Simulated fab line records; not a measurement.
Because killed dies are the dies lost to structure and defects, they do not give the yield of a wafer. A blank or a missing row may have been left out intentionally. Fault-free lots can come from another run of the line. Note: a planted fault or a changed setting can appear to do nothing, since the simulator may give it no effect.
The tool behind it: which one? -- flow sky130 -- 24 lots with 72 wafers sampled at 6 steps, on a route of 708 steps

WHAT THE GAUGES SHOWED, per wafer
SKY_LOCAL_INTERCONNECT_CD_MEAS_11 targets a cd of 170 nm.
lot,measured,on,cdNm (nm)
L074,day 30 09:10,cdSem-02,171.6 170.5 170.5
L075,day 30 10:43,cdSem-02,167.7 168.7 167.8
L076,day 31 07:35,cdSem-01,170.6 172.0 170.9
L077,day 31 11:41,cdSem-02,170.1 169.8 169.4
L079,day 31 12:11,cdSem-01,169.4 169.2 169.4
L078,day 31 16:08,cdSem-02,170.8 168.5 168.3
L080,day 32 19:11,cdSem-02,167.7 166.5 167.4
L081,day 32 23:31,cdSem-01,170.8 170.1 169.9
L082,day 33 06:58,cdSem-01,171.9 171.1 172.0
L083,day 33 07:19,cdSem-02,168.3 168.1 168.0
L085,day 33 08:58,cdSem-02,172.4 171.8 171.3
L084,day 33 20:29,cdSem-01,169.1 170.0 168.4
L086,day 34 14:47,cdSem-01,168.0 167.4 169.5
L087,day 34 21:28,cdSem-02,169.8 168.8 169.0
L088,day 35 13:53,cdSem-01,171.1 169.7 171.5
L090,day 35 17:59,cdSem-01,170.6 170.3 171.2
L089,day 35 19:28,cdSem-02,171.4 172.4 172.7
L091,day 35 21:11,cdSem-02,170.1 169.8 169.4
L092,day 36 00:53,cdSem-02,168.4 169.2 169.2
L093,day 37 02:43,cdSem-01,168.6 168.9 169.2
L094,day 37 07:16,cdSem-01,166.3 164.4 167.1
L095,day 37 08:16,cdSem-02,170.9 171.2 171.6
L096,day 37 12:15,cdSem-01,170.3 171.1 169.7
L097,day 37 13:41,cdSem-01,169.7 168.1 169.9

SKY_CAPM_THK_MEAS_01.
lot,measured,on,CAPM_CVD_00_THK (nm)
L074,day 36 12:02,filmMetro-02,15.89 15.79 15.60
L075,day 36 13:35,filmMetro-03,15.14 15.42 14.90
L076,day 37 07:54,filmMetro-03,15.49 15.58 15.75
L077,day 37 10:11,filmMetro-02,15.49 15.83 15.64
L079,day 37 11:09,filmMetro-04,15.12 15.30 15.28
L078,day 37 16:17,filmMetro-02,15.40 15.44 15.54
L080,day 38 14:20,filmMetro-03,14.78 15.15 15.21
L081,day 38 20:38,filmMetro-03,14.85 15.65 15.57
L082,day 39 00:19,filmMetro-04,15.29 15.67 15.70
L083,day 39 00:46,filmMetro-02,15.44 15.09 15.21
L085,day 39 01:05,filmMetro-04,15.33 15.29 15.83
L084,day 39 14:32,filmMetro-02,15.50 15.55 15.46
L086,day 40 05:36,filmMetro-03,15.50 15.48 15.48
L087,day 40 13:59,filmMetro-02,15.43 15.36 15.46
L088,day 41 03:34,filmMetro-03,15.17 15.50 15.34
L090,day 41 06:59,filmMetro-02,15.22 15.52 15.55
L089,day 41 08:54,filmMetro-04,15.44 15.77 15.87
L091,day 41 13:09,filmMetro-03,15.48 15.51 15.57
L092,day 41 14:16,filmMetro-02,15.54 15.75 15.70
L093,day 42 15:13,filmMetro-03,15.32 15.51 15.57
L094,day 42 19:17,filmMetro-04,15.65 15.71 15.83
L095,day 42 18:23,filmMetro-02,15.04 15.42 15.44
L096,day 42 23:50,filmMetro-03,15.49 15.57 15.66
L097,day 43 01:20,filmMetro-02,15.51 15.53 15.83

SKY_CAPM_RS_MEAS_03: measurement is done with a four-point probe.
lot,measured,on,CAPM_TIN_RS (ohm/sq)
L074,day 36 12:12,filmMetro-03,6.98 6.95 6.98
L075,day 36 13:46,filmMetro-04,6.90 6.98 6.93
L076,day 37 08:05,filmMetro-02,7.02 7.00 7.00
L077,day 37 10:21,filmMetro-03,6.86 6.91 6.87
L079,day 37 11:20,filmMetro-03,6.98 6.96 6.93
L078,day 37 16:28,filmMetro-03,6.87 6.90 6.89
L080,day 38 14:29,filmMetro-02,6.92 6.86 6.93
L081,day 38 20:47,filmMetro-04,6.90 6.86 6.87
L082,day 39 00:29,filmMetro-02,6.96 6.98 6.99
L083,day 39 00:56,filmMetro-02,6.92 6.91 6.90
L085,day 39 01:14,filmMetro-02,6.89 6.85 6.82
L084,day 39 14:43,filmMetro-03,6.82 6.86 6.92
L086,day 40 05:48,filmMetro-04,6.90 6.87 6.84
L087,day 40 14:09,filmMetro-04,6.86 6.91 6.86
L088,day 41 03:44,filmMetro-02,6.85 6.79 6.84
L090,day 41 07:09,filmMetro-03,6.98 6.87 7.03
L089,day 41 09:05,filmMetro-02,6.86 6.79 6.84
L091,day 41 13:21,filmMetro-04,6.94 6.91 6.80
L092,day 41 14:26,filmMetro-03,6.94 7.02 7.02
L093,day 42 15:23,filmMetro-04,6.88 6.88 6.88
L094,day 42 19:27,filmMetro-03,6.99 6.97 6.87
L095,day 42 18:33,filmMetro-04,6.95 6.95 7.01
L096,day 43 00:01,filmMetro-02,6.93 6.91 6.92
L097,day 43 01:31,filmMetro-03,6.88 6.98 6.94

WHAT TOOL EACH LOT RAN ON (gives the tool, then ch and the chambers of the sampled wafers, and finally the start)
lot,SKY_LI_CONTACT_SPUTTER_19,SKY_CONTACT_ETCH_16,SKY_VIA1_CMP_24
L074,"pvdSputter-01, day 29 06:37","rieDiel-02 ch 0,1,3, day 31 17:16","cmp-02 ch 0,2, day 34 03:07"
L075,"pvdSputter-04, day 29 10:16","rieDiel-03 ch 0,1, day 31 18:43","cmp-02 ch 0,2,3, day 34 04:29"
L076,"pvdSputter-04, day 30 10:14","rieDiel-04 ch 0,2,3, day 32 12:35","cmp-01 ch 0,1, day 34 22:48"
L077,"pvdSputter-04, day 30 11:55","rieDiel-04 ch 0,1, day 32 17:02","cmp-02 ch 0,1,2, day 35 02:09"
L079,"pvdSputter-01, day 30 11:55","rieDiel-03 ch 0,2,3, day 32 17:10","cmp-02 ch 1,2,3, day 35 02:49"
L078,"pvdSputter-01, day 30 13:08","rieDiel-04 ch 1,2,3, day 32 20:43","cmp-01 ch 0,3, day 35 07:58"
L080,"pvdSputter-04, day 31 14:43","rieDiel-02 ch 0,3, day 33 23:08","cmp-02 ch 0,2, day 36 08:23"
L081,"pvdSputter-04, day 31 19:30","rieDiel-03 ch 1,3, day 34 03:43","cmp-02 ch 0,1,2, day 36 13:14"
L082,"pvdSputter-01, day 32 03:52","rieDiel-04 ch 1,2,3, day 34 11:16","cmp-01 ch 0,1,2, day 36 19:32"
L083,"pvdSputter-04, day 32 04:26","rieDiel-03 ch 1,3, day 34 11:37","cmp-02 ch 1,2,3, day 36 20:08"
L085,"pvdSputter-01, day 32 06:28","rieDiel-02 ch 0,3, day 34 13:04","cmp-01 ch 1,2,3, day 36 21:00"
L084,"pvdSputter-01, day 32 17:34","rieDiel-03 ch 0,1,3, day 35 00:23","cmp-01 ch 0,3, day 37 09:05"
L086,"pvdSputter-01, day 33 11:46","rieDiel-04 ch 1,2,3, day 35 18:55","cmp-01 ch 0,2,3, day 38 02:50"
L087,"pvdSputter-04, day 33 18:10","rieDiel-03 ch 1,2, day 36 01:29","cmp-02 ch 0,2, day 38 09:15"
L088,"pvdSputter-01, day 34 10:33","rieDiel-02 ch 0,1,2, day 36 16:59","cmp-02 ch 0,3, day 38 22:15"
L090,"pvdSputter-04, day 34 15:03","rieDiel-02 ch 0,2, day 36 20:53","cmp-02 ch 0,1,3, day 39 01:52"
L089,"pvdSputter-03, day 34 15:28","rieDiel-04 ch 0,1, day 36 22:23","cmp-02 ch 0,3, day 39 03:48"
L091,"pvdSputter-01, day 34 18:33","rieDiel-03 ch 0,1,2, day 37 00:26","cmp-01 ch 0,1,2, day 39 07:47"
L092,"pvdSputter-04, day 34 21:52","rieDiel-04 ch 0,2,3, day 37 04:26","cmp-01 ch 0,1,3, day 39 10:59"
L093,"pvdSputter-01, day 36 00:16","rieDiel-04 ch 1,3, day 38 06:05","cmp-02 ch 0,1,3, day 40 11:59"
L094,"pvdSputter-01, day 36 04:31","rieDiel-03 ch 1,2,3, day 38 09:35","cmp-02 ch 0,1,2, day 40 15:50"
L095,"pvdSputter-01, day 36 05:55","rieDiel-02 ch 0,2, day 38 10:44","cmp-02 ch 1,2,3, day 40 15:29"
L096,"pvdSputter-04, day 36 09:25","rieDiel-04 ch 0,1,2, day 38 13:47","cmp-02 ch 1,3, day 40 19:50"
L097,"pvdSputter-04, day 36 10:41","rieDiel-03 ch 0,1,2, day 38 17:11","cmp-02 ch 0,2,3, day 40 21:52"
- SKY_LI_CONTACT_SPUTTER_19: material Ti, target thk 20 nm, time 106.37 s.
- SKY_CONTACT_ETCH_16: etches BARC in N2/H2, stops on SiO2, time 45.9 s, target depth 60 nm.
- SKY_VIA1_CMP_24: polishes, stops on SiO2, t overpolish 15 s, target thk 0 nm.

WHAT THE TOOLS THEMSELVES READ (means of the sampled wafers that have a number; where no wafer has one, the mark that the record gives instead)
SKY_LI_CONTACT_SPUTTER_19.
lot,tool,chamberPressurePa (Pa),throttleValvePct (%)
L074,pvdSputter-01,5.009,29.5
L075,pvdSputter-04,5.000,29.2
L076,pvdSputter-04,5.003,29.1
L077,pvdSputter-04,5.001,29.2
L079,pvdSputter-01,4.999,28.9
L078,pvdSputter-01,4.996,29.0
L080,pvdSputter-04,5.004,29.5
L081,pvdSputter-04,4.995,29.5
L082,pvdSputter-01,5.004,29.9
L083,pvdSputter-04,4.996,30.0
L085,pvdSputter-01,4.999,28.2
L084,pvdSputter-01,5.009,28.1
L086,pvdSputter-01,4.998,31.0
L087,pvdSputter-04,5.009,30.1
L088,pvdSputter-01,5.001,31.0
L090,pvdSputter-04,4.998,29.2
L089,pvdSputter-03,5.001,30.3
L091,pvdSputter-01,4.998,29.2
L092,pvdSputter-04,5.003,29.5
L093,pvdSputter-01,4.997,30.3
L094,pvdSputter-01,4.997,30.8
L095,pvdSputter-01,5.000,29.9
L096,pvdSputter-04,5.002,29.4
L097,pvdSputter-04,5.002,29.9

SKY_CONTACT_ETCH_16.
lot,tool,chamberPressureMTorr (mTorr),drypumpMotorCurrentA (A),oesProductAu (a.u.),throttleValvePct (%)
L074,rieDiel-02,29.999,5.6,0.854,13.228
L075,rieDiel-03,30.020,4.9,0.852,13.234
L076,rieDiel-04,30.014,5.4,0.855,13.231
L077,rieDiel-04,29.995,5.6,0.856,13.233
L079,rieDiel-03,29.996,5.5,0.851,13.223
L078,rieDiel-04,29.981,5.5,0.853,13.238
L080,rieDiel-02,29.995,5.4,0.856,13.226
L081,rieDiel-03,30.010,5.6,0.852,13.226
L082,rieDiel-04,30.005,5.5,0.854,13.223
L083,rieDiel-03,29.997,5.3,0.853,13.224
L085,rieDiel-02,29.982,5.5,0.852,13.225
L084,rieDiel-03,29.991,5.3,0.856,13.214
L086,rieDiel-04,30.020,5.5,0.861,13.229
L087,rieDiel-03,30.019,5.2,0.857,13.223
L088,rieDiel-02,30.021,5.7,0.855,13.224
L090,rieDiel-02,29.998,5.6,0.853,13.219
L089,rieDiel-04,29.994,5.6,0.856,13.225
L091,rieDiel-03,30.025,5.1,0.856,13.219
L092,rieDiel-04,30.022,5.5,0.855,13.233
L093,rieDiel-04,29.979,5.7,0.856,13.227
L094,rieDiel-03,30.037,5.5,0.859,13.213
L095,rieDiel-02,29.987,5.6,0.855,13.221
L096,rieDiel-04,29.987,5.4,0.853,13.228
L097,rieDiel-03,29.982,5.1,0.861,13.222

SKY_VIA1_CMP_24.
lot,tool,motorCurrentA (A),overpolishRunS (s),slurryFilterDpKPa (kPa),timeToEndpointS (s)
L074,cmp-02,11.2,15.012,13.49,66
L075,cmp-02,10.5,14.992,13.49,64
L076,cmp-01,11.4,14.997,13.53,60
L077,cmp-02,11.2,14.998,13.53,65
L079,cmp-02,11.1,15.005,13.56,68
L078,cmp-01,11.5,14.997,13.56,62
L080,cmp-02,11.3,14.999,13.57,64
L081,cmp-02,11.7,15.009,13.35,63
L082,cmp-01,11.7,14.992,13.52,64
L083,cmp-02,11.3,15.004,13.58,69
L085,cmp-01,11.7,15.006,13.54,66
L084,cmp-01,11.6,15.008,13.51,63
L086,cmp-01,11.9,14.993,13.62,63
L087,cmp-02,10.9,14.998,13.58,61
L088,cmp-02,10.1,15.001,13.49,66
L090,cmp-02,11.1,15.004,13.59,66
L089,cmp-02,10.3,15.000,13.55,71
L091,cmp-01,11.9,14.998,13.44,69
L092,cmp-01,11.2,15.000,13.40,67
L093,cmp-02,10.9,15.002,13.52,68
L094,cmp-02,11.4,15.004,13.52,63
L095,cmp-02,10.6,14.998,13.36,65
L096,cmp-02,10.5,15.000,13.66,67
L097,cmp-02,10.4,15.001,13.43,65

THE ANSWER, worked out from the rows above alone
Rule: usual is defined by the lots themselves. Put in order of their means at a reading, lots are off if they are a third of the lots or fewer, leave a main group of 4 or more, and stand apart from it by a gap of 3 or more times the standard deviation of the main group's means; of several such gaps the widest counts. Not used: any main group whose means are identical at the precision the tables above print for the reading. A lot without any number at a reading at which 4 lots or more have one is off too. The other lots that the step has rows for count as sound. First the gauges in route order, then the tools' own readings, where a lot's mean is used as printed above. At the first step where some lot is off, the reading lying furthest off is the one used; lots without a number count as furthest.
No lot is off on any of the readings shown, so nothing can be concluded from this.

WHAT THE SIMULATOR HAD PUT IN
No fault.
